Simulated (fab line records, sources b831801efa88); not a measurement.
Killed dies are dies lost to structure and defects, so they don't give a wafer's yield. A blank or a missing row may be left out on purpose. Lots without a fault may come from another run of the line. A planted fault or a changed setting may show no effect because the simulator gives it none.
fab line records | flow sky130
record lots=13 wafers=39 last_day=50
route steps=708 shown GATE_OXIDE@200 LDD_N@244 LDD_P@262 PAD_OPEN@708
lots that met no fault: from a run of the same line without faults
start_h: hours from the record's first day to the start of the lot's first wafer shown | wait_h: hours since the lot's step before | " the same as in the row above | L1.1+2: a row that stands for several wafers | - no value, or no start given | * or withheld: withheld | < > ~ a bound
route shown NAME@n: a module of which the file shows steps, and the number in the route of the first | usual: mean/standard deviation of fault-free wafers | same: alike in all rows | chamber/n: place in a boat | sites: the reading at each site | _std_site: their standard deviation | _edge_site: outer sites' mean less inner sites' | radius_mm: how far each site lies from the wafer's centre | mask NAME#n: copy n | behind: the tool/chamber that last shaped the wafer | hold: why the lot was held/for how many hours/how that ended | device: the transistor (n, p or np) that didn't switch | end of line: the same wafers' tests at the end of the route | a step without rows: its recipe alone | killed: dies lost to structure and defects at the first sort, not the wafer's yield | map: a wafer's dies, x killed, . not, _ none there
set.NAME: the setting as run; set.NAME@STEP: as run at that earlier step | model.NAME: the simulator's own value behind a step, which no gauge read
steps of the route over a sample of lots; a table a step, a row a wafer
services: from which hour (start_h, from the record's first day; less than 0 if before it) a tool's chamber was out of use, for how many hours, and why
## steps
# step SKY_GATE_OXIDE_STRIP_13
# recipe chemistry=O2/N2 power_w=1400 pressure_mtorr=1500 platen_temp_c=withheld o2_flow_sccm=3000 n2_flow_sccm=300 overash_fraction=0.5
# usual drypump_motor_current_A=5.78/0.19 oes_product_au=0.715/0.0046 overash_fraction=0.5/0 strip_time_to_endpoint_s=14.19/0.041
# columns lot.wafer tool chamber start_h wait_h drypump_motor_current_A oes_product_au overash_fraction rf_hours_counter_h strip_time_to_endpoint_s
L678.1 plasma_asher-04 0 326.51 0.0 5.82 0.708 0.5 63 14.15
L678.3 " 0 " " 5.84 0.712 0.5 - 14.14
L678.5 " 1 " " 6.16 0.712 0.5 - 14.14
L679.1 plasma_asher-02 0 326.62 0.0 5.59 0.710 0.5 16 14.18
L679.3 " 1 " " 5.86 0.712 0.5 - 14.19
L679.5 " 0 " " 5.61 0.707 0.5 - 14.15
L686.2 plasma_asher-04 0 375.06 0.0 5.81 0.711 0.5 68 14.09
L686.3 " 0 " " 5.83 0.717 0.5 - 14.15
L686.4 " 1 " " 6.09 0.720 0.5 - 14.15
L687.3 plasma_asher-03 0 385.85 0.0 5.62 0.723 0.5 - 14.21
L687.4 " 1 " " 5.76 0.719 0.5 - 14.20
L687.6 " 1 " " 5.75 0.718 0.5 - 14.29
L688.1 plasma_asher-02 0 396.93 0.0 5.59 0.713 0.5 22 14.18
L688.2 " 1 " " 5.88 0.721 0.5 22 14.14
L688.5 " 1 " " 5.85 0.710 0.5 - 14.22
L690.2 plasma_asher-03 1 410.11 0.0 5.73 0.720 0.5 76 14.19
L690.3 " 1 " " 5.74 0.719 0.5 - 14.24
L690.5 " 0 " " 5.63 0.716 0.5 - 14.22
L689.1 plasma_asher-02 1 410.32 0.0 5.86 0.716 0.5 24 14.19
L689.3 " 0 " " 5.58 0.711 0.5 - 14.19
L689.6 " 1 " " 5.83 0.714 0.5 - 14.17
L692.3 plasma_asher-02 1 428.85 0.0 5.86 0.714 0.5 - 14.20
L692.5 " 0 " " 5.56 0.715 0.5 - 14.22
L692.6 " 1 " " 5.85 0.716 0.5 - 14.21
L693.1 plasma_asher-02 1 437.97 0.0 5.80 0.720 0.5 27 14.17
L693.2 " 0 " " 5.53 0.716 0.5 27 14.17
L693.4 " 0 " " 5.59 0.714 0.5 - 14.22
L694.1 plasma_asher-02 1 448.01 0.0 5.86 0.718 0.5 28 14.23
L694.3 " 0 " " 5.58 0.712 0.5 - 14.21
L694.6 " 1 " " 5.84 0.722 0.5 - 14.20
L695.3 plasma_asher-02 1 450.30 0.0 5.88 0.715 0.5 - 14.25
L695.5 " 0 " " 5.55 0.706 0.5 - 14.25
L695.6 " 1 " " 5.86 0.708 0.5 - 14.22
L699.2 plasma_asher-04 1 497.46 0.0 6.14 0.721 0.5 78 14.27
L699.4 " 0 " " 5.81 0.714 0.5 - 14.25
L699.5 " 1 " " 6.14 0.708 0.5 - 14.25
L701.2 plasma_asher-02 0 504.66 0.0 5.56 0.718 0.5 35 14.19
L701.5 " 0 " " 5.55 0.717 0.5 - 14.22
L701.6 " 1 " " 5.88 0.708 0.5 - 14.22
# step SKY_LDD_N_OVL_MEAS_07
# usual LDD_N_OVL=0.5/1.3
# columns lot.wafer tool chamber start_h wait_h LDD_N_OVL[nm]
L678.1 overlay-02 - 420.88 0.1 0.8
L678.3 " - " " -2.8
L678.5 " - " " -0.6
L679.1 overlay-02 - 421.28 0.1 0.6
L679.3 " - " " 1.1
L679.5 " - " " -1.0
L686.2 overlay-01 - 474.58 0.1 0.8
L686.3 " - " " -1.6
L686.4 " - " " 2.2
L687.3 overlay-02 - 484.43 0.1 -0.7
L687.4 " - " " -0.8
L687.6 " - " " 0.3
L688.1 overlay-01 - 495.93 0.1 1.0
L688.2 " - " " 2.0
L688.5 " - " " 2.9
L690.2 overlay-01 - 509.37 0.1 -0.2
L690.3 " - " " 0.9
L690.5 " - " " 1.2
L689.1 overlay-01 - 510.13 0.1 1.9
L689.3 " - " " 0.3
L689.6 " - " " 0.9
L692.3 overlay-02 - 527.44 0.1 0.4
L692.5 " - " " 1.9
L692.6 " - " " 3.4
L693.1 overlay-02 - 536.48 0.1 0.1
L693.2 " - " " -2.0
L693.4 " - " " 0.1
L694.1 overlay-01 - 544.98 0.1 1.3
L694.3 " - " " 4.1
L694.6 " - " " 1.4
L695.3 overlay-01 - 547.73 0.1 1.7
L695.5 " - " " 0.9
L695.6 " - " " -0.4
L699.2 overlay-01 - 592.63 0.1 -1.1
L699.4 " - " " 1.6
L699.5 " - " " -0.3
L701.2 overlay-01 - 601.02 0.1 1.4
L701.5 " - " " 0.9
L701.6 " - " " 1.5
# step SKY_LDD_N_STRIP_16
# recipe chemistry=O2/N2 power_w=1400 pressure_mtorr=1500 platen_temp_c=withheld o2_flow_sccm=3000 n2_flow_sccm=300 overash_fraction=0.5
# usual drypump_motor_current_A=5.6/0.31 oes_product_au=0.406/0.0052 overash_fraction=0.5/0 strip_time_to_endpoint_s=4.274/0.014
# columns lot.wafer tool chamber start_h wait_h drypump_motor_current_A oes_product_au overash_fraction rf_hours_counter_h strip_time_to_endpoint_s
L678.1 plasma_asher-01 0 422.11 0.1 5.7 0.400 0.5 63 4.284
L678.3 " 1 " " 5.1 0.404 0.5 - 4.302
L678.5 " 1 " " 5.1 0.402 0.5 - 4.297
L679.1 plasma_asher-01 1 422.57 0.1 5.1 0.406 0.5 63 4.289
L679.3 " 0 " " 5.7 0.406 0.5 - 4.259
L679.5 " 0 " " 5.7 0.400 0.5 - 4.264
L686.2 plasma_asher-04 1 475.81 0.1 6.1 0.405 0.5 76 4.283
L686.3 " 0 " " 5.8 0.394 0.5 - 4.285
L686.4 " 1 " " 6.1 0.404 0.5 - 4.277
L687.3 plasma_asher-01 1 485.69 0.1 5.1 0.400 0.5 - 4.263
L687.4 " 0 " " 5.7 0.404 0.5 - 4.249
L687.6 " 0 " " 5.7 0.408 0.5 - 4.269
L688.1 plasma_asher-01 1 497.16 0.1 5.1 0.406 0.5 73 4.290
L688.2 " 0 " " 5.7 0.409 0.5 73 4.289
L688.5 " 0 " " 5.7 0.400 0.5 - 4.267
L690.2 plasma_asher-03 0 510.60 0.1 5.6 0.402 0.5 5 4.269
L690.3 " 0 " " 5.6 0.405 0.5 - 4.271
L690.5 " 0 " " 5.6 0.403 0.5 - 4.280
L689.1 plasma_asher-03 1 511.36 0.1 5.7 0.398 0.5 5 4.285
L689.3 " 0 " " 5.6 0.413 0.5 - 4.272
L689.6 " 0 " " 5.6 0.401 0.5 - 4.266
L692.3 plasma_asher-03 0 528.70 0.1 5.6 0.407 0.7 - 4.274
L692.5 " 1 " " 5.7 0.398 0.7 - 4.255
L692.6 " 0 " " 5.6 0.408 0.7 - 4.276
L693.1 plasma_asher-03 0 537.71 0.1 5.6 0.402 0.7 8 4.285
L693.2 " 1 " " 5.7 0.412 0.7 8 4.284
L693.4 " 1 " " 5.7 0.413 0.7 - 4.282
L694.1 plasma_asher-03 0 546.22 0.1 5.6 0.399 0.7 10 4.282
L694.3 " 0 " " 5.6 0.403 0.7 - 4.274
L694.6 " 0 " " 5.6 0.409 0.7 - 4.280
L695.3 plasma_asher-01 0 548.98 0.1 5.7 0.397 0.5 - 4.262
L695.5 " 0 " " 5.7 0.401 0.5 - 4.274
L695.6 " 1 " " 5.1 0.399 0.5 - 4.292
L699.2 plasma_asher-01 1 593.86 0.1 5.1 0.412 0.5 84 4.265
L699.4 " 1 " " 5.1 0.400 0.5 - 4.260
L699.5 " 0 " " 5.7 0.403 0.5 - 4.260
L701.2 plasma_asher-04 1 602.25 0.1 6.1 0.405 0.5 86 4.291
L701.5 " 1 " " 6.2 0.413 0.5 - 4.266
L701.6 " 0 " " 5.8 0.418 0.5 - 4.281
# step SKY_LDD_P_CD_MEAS_07
# recipe target_cd_nm=380
# usual cd_nm=380.7/3
# columns lot.wafer tool chamber start_h wait_h cd_nm
L678.1 cd_sem-02 - 452.58 0.1 375.8
L678.3 " - " " 378.3
L678.5 " - " " 378.1
L679.1 cd_sem-02 - 453.28 0.1 382.9
L679.3 " - " " 383.2
L679.5 " - " " 383.9
L686.2 cd_sem-02 - 505.94 0.1 375.1
L686.3 " - " " 378.7
L686.4 " - " " 377.1
L687.3 cd_sem-01 - 515.92 0.1 382.2
L687.4 " - " " 380.6
L687.6 " - " " 375.6
L688.1 cd_sem-02 - 527.58 0.1 381.6
L688.2 " - " " 380.5
L688.5 " - " " 381.4
L690.2 cd_sem-01 - 540.99 0.1 381.8
L690.3 " - " " 381.8
L690.5 " - " " 384.0
L689.1 cd_sem-02 - 541.53 0.1 385.2
L689.3 " - " " 384.6
L689.6 " - " " 384.3
L692.3 cd_sem-02 - 558.22 0.1 379.2
L692.5 " - " " 377.7
L692.6 " - " " 377.3
L693.1 cd_sem-01 - 567.37 0.1 383.9
L693.2 " - " " 385.2
L693.4 " - " " 384.2
L694.1 cd_sem-01 - 575.68 0.1 382.1
L694.3 " - " " 380.5
L694.6 " - " " 383.5
L695.3 cd_sem-01 - 578.61 0.1 383.6
L695.5 " - " " 384.9
L695.6 " - " " 381.9
L699.2 cd_sem-01 - 622.90 0.1 381.1
L699.4 " - " " 377.8
L699.5 " - " " 380.5
L701.2 cd_sem-02 - 631.90 0.1 373.5
L701.5 " - " " 374.5
L701.6 " - " " 375.0
# step SKY_PAD_OPEN_PROBE_99
# usual killed_at_M0_to_M3=44/7.3 killed_at_M4_up=3.4/1.7 killed_at_contacts=24/5.3 killed_at_front_end=15/4.1 killed_at_other=0.4/0.68 killed_dies=87/9.5 killed_open=48/7.1 killed_short=39/5.8
# same gross_dies=492 killed_at_back_side=0
# columns lot.wafer tool chamber start_h wait_h killed_at_M0_to_M3 killed_at_M4_up killed_at_contacts killed_at_front_end killed_at_other killed_dies killed_open killed_short
L678.1 prober-02 - 1088.07 0.1 48 2 23 10 0 83 45 38
L678.3 prober-02 - 1088.17 0.2 59 3 26 12 0 100 59 41
L678.5 prober-02 - 1088.27 0.2 40 3 25 19 0 87 48 39
L679.1 prober-01 - 1088.90 0.1 45 2 22 20 0 89 48 39
L679.3 prober-01 - 1089.00 0.2 49 3 25 13 0 90 47 42
L679.5 prober-01 - 1089.10 0.2 47 2 28 12 0 89 55 32
L686.2 prober-02 - 1122.45 0.1 36 4 24 21 0 85 45 40
L686.3 prober-02 - 1122.50 0.2 47 1 29 10 0 87 52 35
L686.4 prober-02 - 1122.55 0.2 39 6 22 11 1 79 40 39
L687.3 prober-01 - 1126.05 0.2 29 4 18 21 1 73 38 35
L687.4 prober-01 - 1126.10 0.2 46 4 39 8 0 97 55 42
L687.6 prober-01 - 1126.20 0.2 42 3 27 14 0 86 38 47
L688.1 prober-02 - 1135.04 0.1 25 5 23 9 0 62 30 32
L688.2 prober-02 - 1135.09 0.1 48 2 16 13 0 79 47 32
L688.5 prober-02 - 1135.24 0.2 44 8 29 14 0 95 38 57
L690.3 prober-01 - 1142.84 0.2 51 4 28 14 0 97 52 45
L690.5 prober-01 - 1142.94 0.2 50 2 26 15 1 94 53 39
L689.1 prober-02 - 1144.34 0.1 37 4 23 13 1 78 39 38
L689.3 prober-02 - 1144.44 0.2 39 4 14 16 1 74 36 38
L689.6 prober-02 - 1144.59 0.2 46 4 19 16 0 85 45 38
L692.3 prober-02 - 1155.10 0.2 58 5 36 17 0 116 66 50
L692.5 prober-02 - 1155.20 0.2 54 2 34 14 1 105 60 45
L692.6 prober-02 - 1155.25 0.2 34 3 33 20 0 90 51 39
L693.1 prober-01 - 1175.14 0.1 46 5 27 17 0 95 49 44
L693.2 prober-01 - 1175.19 0.1 40 4 27 13 0 84 48 35
L693.4 prober-01 - 1175.29 0.2 53 3 24 15 0 95 52 43
L695.3 prober-02 - 1175.94 0.2 37 5 23 20 0 85 42 42
L695.5 prober-02 - 1176.04 0.2 47 6 28 10 2 93 47 46
L695.6 prober-02 - 1176.09 0.2 43 3 18 13 1 78 44 34
L694.1 prober-02 - 1177.34 0.1 38 1 23 12 0 74 40 34
L694.3 prober-02 - 1177.44 0.2 37 3 15 18 0 73 38 34
L694.6 prober-02 - 1177.59 0.2 43 3 29 24 0 99 59 39
L699.2 prober-01 - 1193.25 0.1 55 4 23 11 0 93 45 48
L699.4 prober-01 - 1193.35 0.2 53 1 20 22 0 96 57 39
L699.5 prober-01 - 1193.40 0.2 45 2 23 12 1 83 43 40
L701.2 prober-01 - 1198.70 0.1 37 5 21 8 0 71 40 31
L701.5 prober-01 - 1198.85 0.2 52 1 21 15 0 89 64 25
L701.6 prober-01 - 1198.90 0.2 52 3 22 13 0 90 54 36
# killed by level:class
L678.1 VIA3:geometric_particle:open=10 VIA1:geometric_particle:open=9 CONTACT:geometric_particle:open=8 VIA2:geometric_particle:open=8 FIELD_ISO:geometric_particle:short=6 LI_CONTACT:geometric_particle:open=5 VIA1:geometric_particle:short=5 VIA2:geometric_particle:short=5
L678.3 VIA1:geometric_particle:open=15 VIA3:geometric_particle:open=10 LI_CONTACT:geometric_particle:open=8 VIA2:geometric_particle:open=7 CONTACT:geometric_particle:short=6 METAL2:geometric_particle:short=6 CONTACT:geometric_particle:open=5 METAL1:geometric_particle:short=5
L678.5 CONTACT:geometric_particle:open=11 VIA3:geometric_particle:open=8 METAL2:geometric_particle:short=7 FIELD_ISO:geometric_particle:short=6 VIA1:geometric_particle:open=6 LI_CONTACT:geometric_particle:open=5 CONTACT:geometric_particle:short=5 METAL1:geometric_particle:short=5
L679.1 VIA1:geometric_particle:open=12 VIA3:geometric_particle:open=9 CONTACT:geometric_particle:open=8 VIA2:geometric_particle:open=8 FIELD_ISO:geometric_particle:short=7 METAL1:geometric_particle:short=7 POLY_GATE:geometric_particle:short=5 LI_CONTACT:geometric_particle:open=5
L679.3 VIA1:geometric_particle:open=10 VIA3:geometric_particle:open=9 CONTACT:geometric_particle:open=8 VIA2:geometric_particle:open=6 LI_CONTACT:geometric_particle:open=5 LOCAL_INTERCONNECT:geometric_particle:short=5 CONTACT:geometric_particle:short=5 METAL2:geometric_particle:short=5
L679.5 CONTACT:geometric_particle:open=15 VIA2:geometric_particle:open=10 VIA3:geometric_particle:open=9 VIA1:geometric_particle:open=8 LI_CONTACT:geometric_particle:open=5 METAL3:geometric_particle:short=5 CONTACT:geometric_particle:short=4 METAL2:geometric_particle:short=4
L686.2 FIELD_ISO:geometric_particle:short=8 CONTACT:geometric_particle:open=8 METAL2:geometric_particle:short=6 VIA3:geometric_particle:open=6 VIA1:geometric_particle:open=6 POLY_GATE:geometric_particle:open=5 LOCAL_INTERCONNECT:geometric_particle:short=5 POLY_GATE:geometric_particle:short=4
L686.3 VIA3:geometric_particle:open=11 LI_CONTACT:geometric_particle:open=10 CONTACT:geometric_particle:open=9 VIA1:geometric_particle:open=7 METAL2:geometric_particle:short=5 CONTACT:geometric_particle:short=5 VIA2:geometric_particle:open=5 FIELD_ISO:geometric_particle:open=4
L686.4 CONTACT:geometric_particle:open=9 VIA1:geometric_particle:open=8 VIA2:geometric_particle:open=7 VIA3:geometric_particle:open=7 METAL4:geometric_particle:short=6 CONTACT:geometric_particle:short=6 LOCAL_INTERCONNECT:geometric_particle:short=4 METAL1:geometric_particle:short=4
L687.3 VIA1:geometric_particle:open=8 POLY_GATE:geometric_particle:open=5 CONTACT:geometric_particle:open=5 FIELD_ISO:geometric_particle:short=4 POLY_GATE:geometric_particle:short=4 POLY_CUT:geometric_particle:short=4 LOCAL_INTERCONNECT:geometric_particle:short=4 METAL1:geometric_particle:short=4
L687.4 VIA3:geometric_particle:open=12 CONTACT:geometric_particle:open=12 LI_CONTACT:geometric_particle:open=10 CONTACT:geometric_particle:short=10 VIA1:geometric_particle:open=9 VIA1:geometric_particle:short=6 METAL1:geometric_particle:short=5 LI_CONTACT:geometric_particle:short=4
L687.6 CONTACT:geometric_particle:open=14 METAL1:geometric_particle:short=9 VIA1:geometric_particle:open=7 CONTACT:geometric_particle:short=6 VIA1:geometric_particle:short=6 VIA2:geometric_particle:open=6 POLY_GATE:geometric_particle:short=5 LI_CONTACT:geometric_particle:open=4
L688.1 LI_CONTACT:geometric_particle:open=8 LOCAL_INTERCONNECT:geometric_particle:short=6 VIA1:geometric_particle:short=5 VIA1:geometric_particle:open=4 CONTACT:geometric_particle:short=4 CONTACT:geometric_particle:open=4 FIELD_ISO:geometric_particle:open=3 METAL2:geometric_particle:short=3
L688.2 VIA2:geometric_particle:open=13 CONTACT:geometric_particle:open=7 VIA1:geometric_particle:open=7 METAL1:geometric_particle:short=6 VIA3:geometric_particle:open=5 POLY_GATE:geometric_particle:short=4 VIA3:geometric_particle:short=4 METAL2:geometric_particle:short=4
L688.5 METAL2:geometric_particle:short=8 VIA3:geometric_particle:open=8 CONTACT:geometric_particle:open=7 CONTACT:geometric_particle:short=7 FIELD_ISO:geometric_particle:short=6 LOCAL_INTERCONNECT:geometric_particle:short=6 VIA1:geometric_particle:short=6 METAL4:geometric_particle:short=6
L690.3 VIA1:geometric_particle:open=10 CONTACT:geometric_particle:open=9 VIA1:geometric_particle:short=9 VIA2:geometric_particle:open=7 LI_CONTACT:geometric_particle:open=7 FIELD_ISO:geometric_particle:short=6 METAL2:geometric_particle:short=6 LI_CONTACT:geometric_particle:short=5
L690.5 CONTACT:geometric_particle:open=10 METAL1:geometric_particle:short=10 VIA1:geometric_particle:open=10 LI_CONTACT:geometric_particle:open=8 VIA2:geometric_particle:open=7 VIA3:geometric_particle:open=6 METAL2:geometric_particle:short=5 FIELD_ISO:geometric_particle:short=4
L689.1 METAL2:geometric_particle:short=10 CONTACT:geometric_particle:open=8 VIA3:geometric_particle:open=8 VIA1:geometric_particle:open=6 LI_CONTACT:geometric_particle:short=5 LI_CONTACT:geometric_particle:open=5 FIELD_ISO:geometric_particle:open=4 METAL1:geometric_particle:short=3
L689.3 VIA1:geometric_particle:open=9 VIA1:geometric_particle:short=6 VIA3:geometric_particle:open=6 FIELD_ISO:geometric_particle:open=5 VIA2:geometric_particle:short=5 POLY_GATE:geometric_particle:short=4 CONTACT:geometric_particle:open=4 METAL4:geometric_particle:short=4
L689.6 VIA1:geometric_particle:open=14 CONTACT:geometric_particle:open=9 METAL1:geometric_particle:short=7 VIA3:geometric_particle:open=6 VIA2:geometric_particle:open=4 METAL3:geometric_particle:short=4 FIELD_ISO:geometric_particle:short=3 POLY_GATE:geometric_particle:short=3
L692.3 VIA2:geometric_particle:open=15 CONTACT:geometric_particle:open=13 VIA1:geometric_particle:open=11 LOCAL_INTERCONNECT:geometric_particle:short=7 CONTACT:geometric_particle:short=7 METAL1:geometric_particle:short=7 METAL2:geometric_particle:short=6 POLY_GATE:geometric_particle:open=5
L692.5 CONTACT:geometric_particle:open=17 VIA2:geometric_particle:open=14 VIA1:geometric_particle:open=8 METAL2:geometric_particle:short=8 LI_CONTACT:geometric_particle:open=7 POLY_GATE:geometric_particle:short=6 VIA1:geometric_particle:short=6 METAL1:geometric_particle:short=5
L692.6 CONTACT:geometric_particle:open=12 VIA1:geometric_particle:open=9 LI_CONTACT:geometric_particle:open=7 CONTACT:geometric_particle:short=7 METAL1:geometric_particle:short=6 POLY_GATE:geometric_particle:short=5 VIA2:geometric_particle:open=5 FIELD_ISO:geometric_particle:open=4
L693.1 CONTACT:geometric_particle:open=10 LI_CONTACT:geometric_particle:open=9 VIA1:geometric_particle:open=9 METAL1:geometric_particle:short=8 VIA3:geometric_particle:open=7 VIA2:geometric_particle:open=6 LOCAL_INTERCONNECT:geometric_particle:short=5 POLY_GATE:geometric_particle:short=4
L693.2 CONTACT:geometric_particle:open=9 VIA1:geometric_particle:open=9 LI_CONTACT:geometric_particle:open=7 METAL1:geometric_particle:open=5 METAL1:geometric_particle:short=5 LI_CONTACT:geometric_particle:short=4 VIA3:geometric_particle:open=4 FIELD_ISO:geometric_particle:open=3
L693.4 VIA1:geometric_particle:open=13 VIA2:geometric_particle:open=11 POLY_GATE:geometric_particle:open=6 CONTACT:geometric_particle:open=6 LI_CONTACT:geometric_particle:open=6 VIA1:geometric_particle:short=6 LI_CONTACT:geometric_particle:short=5 METAL1:geometric_particle:short=5
L695.3 VIA1:geometric_particle:open=11 LI_CONTACT:geometric_particle:open=8 VIA2:geometric_particle:open=6 CONTACT:geometric_particle:open=5 METAL2:geometric_particle:short=5 FIELD_ISO:geometric_particle:short=4 POLY_GATE:geometric_particle:open=4 POLY_GATE:geometric_particle:short=4
L695.5 CONTACT:geometric_particle:open=10 VIA1:geometric_particle:open=9 METAL2:geometric_particle:short=9 LI_CONTACT:geometric_particle:open=8 VIA1:geometric_particle:short=8 FIELD_ISO:geometric_particle:open=6 CONTACT:geometric_particle:short=6 METAL4:geometric_particle:short=6
L695.6 VIA1:geometric_particle:open=9 METAL1:geometric_particle:short=6 VIA2:geometric_particle:open=6 VIA3:geometric_particle:open=6 LI_CONTACT:geometric_particle:open=5 CONTACT:geometric_particle:short=5 METAL2:geometric_particle:short=5 POLY_GATE:geometric_particle:short=4
L694.1 VIA1:geometric_particle:open=8 METAL1:geometric_particle:short=7 CONTACT:geometric_particle:open=7 FIELD_ISO:geometric_particle:short=6 LI_CONTACT:geometric_particle:open=6 VIA2:geometric_particle:open=6 FIELD_ISO:geometric_particle:open=3 POLY_GATE:geometric_particle:open=3
L694.3 VIA1:geometric_particle:open=7 VIA3:geometric_particle:open=7 LI_CONTACT:geometric_particle:open=6 VIA2:geometric_particle:short=6 FIELD_ISO:geometric_particle:short=5 CONTACT:geometric_particle:open=5 FIELD_ISO:geometric_particle:open=4 METAL1:geometric_particle:short=4
L694.6 LI_CONTACT:geometric_particle:open=12 VIA1:geometric_particle:open=11 VIA2:geometric_particle:open=10 POLY_GATE:geometric_particle:open=8 CONTACT:geometric_particle:short=7 FIELD_ISO:geometric_particle:open=5 METAL2:geometric_particle:open=5 METAL3:geometric_particle:short=5
L699.2 VIA1:geometric_particle:open=12 CONTACT:geometric_particle:open=9 VIA2:geometric_particle:open=7 VIA3:geometric_particle:open=7 FIELD_ISO:geometric_particle:short=6 METAL2:geometric_particle:short=6 VIA3:geometric_particle:short=5 METAL1:geometric_particle:short=5
L699.4 VIA1:geometric_particle:open=11 METAL1:geometric_particle:short=10 CONTACT:geometric_particle:open=9 VIA2:geometric_particle:open=9 VIA3:geometric_particle:open=6 FIELD_ISO:geometric_particle:open=5 LI_CONTACT:geometric_particle:open=5 FIELD_ISO:geometric_particle:short=4
L699.5 CONTACT:geometric_particle:open=12 VIA2:geometric_particle:open=7 VIA2:geometric_particle:short=6 VIA1:geometric_particle:open=6 METAL3:geometric_particle:short=6 VIA3:geometric_particle:open=6 VIA1:geometric_particle:short=4 CONTACT:geometric_particle:short=4
L701.2 CONTACT:geometric_particle:short=7 VIA1:geometric_particle:open=7 LI_CONTACT:geometric_particle:open=6 METAL2:geometric_particle:short=6 VIA3:geometric_particle:open=6 CONTACT:geometric_particle:open=5 VIA2:geometric_particle:open=5 VIA2:geometric_particle:short=4
L701.5 VIA1:geometric_particle:open=16 LI_CONTACT:geometric_particle:open=11 VIA3:geometric_particle:open=11 CONTACT:geometric_particle:open=7 VIA2:geometric_particle:open=5 METAL2:geometric_particle:open=4 FIELD_ISO:geometric_particle:short=3 VIA3:geometric_particle:short=3
L701.6 VIA1:geometric_particle:open=11 CONTACT:geometric_particle:open=8 VIA3:geometric_particle:open=8 VIA2:geometric_particle:open=8 VIA1:geometric_particle:short=7 LI_CONTACT:geometric_particle:open=6 METAL2:geometric_particle:short=5 CONTACT:geometric_particle:short=4
## services
# columns tool chamber start_h hours kind
plasma_asher-04 - 344.96 1.2 repair
plasma_asher-02 - 346.46 0.3 repair
plasma_asher-02 - 376.71 1.2 repair
plasma_asher-01 - 401.66 2.2 repair
plasma_asher-03 - 421.25 9.0 pm
plasma_asher-03 0 421.25 9.0 vent_cycle
plasma_asher-03 1 421.25 9.0 vent_cycle
plasma_asher-03 0 430.25 - clean
plasma_asher-03 1 430.25 - clean
plasma_asher-03 - 437.93 28.1 pm
plasma_asher-04 - 443.83 16.5 repair
plasma_asher-04 - 448.47 1.4 repair
plasma_asher-04 - 452.09 12.5 repair
plasma_asher-02 - 456.51 1.2 repair
plasma_asher-02 - 469.28 0.7 repair
plasma_asher-02 - 512.50 2.8 pm
plasma_asher-04 - 523.82 28.1 pm
plasma_asher-03 - 596.98 0.6 repair
plasma_asher-04 - 597.59 2.8 pm
## key
first_sign step=SKY_LDD_N_STRIP_16 reading=overash_fraction direction=up sigmas=99+ usual=0.5 struck=0.7
effect none on later readings
met_at SKY_LDD_N_STRIP_16
struck_lots L692,L693,L694
tester_left_out L692,L693,L694
not_acting_at SKY_GATE_OXIDE_STRIP_13,SKY_LDD_N_OVL_MEAS_07,SKY_LDD_P_CD_MEAS_07
onset_between 511.36 528.70
fault kind=process_parameter_drift tool=plasma_asher-03 chamber=- onset_h=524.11 steps=SKY_LDD_N_STRIP_16 channel=overash_fraction offset=0.2 shape=step end_h=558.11 acts_in=these_recipes_only stated=0.5
# tester_left_out: of these lots the tester's yield and bins aren't shown, on N5 and GAA mostly nor the transistor test; their killed dies are dies lost to structure and defects alone, not to doping, threshold or leakage, so they don't give the yield
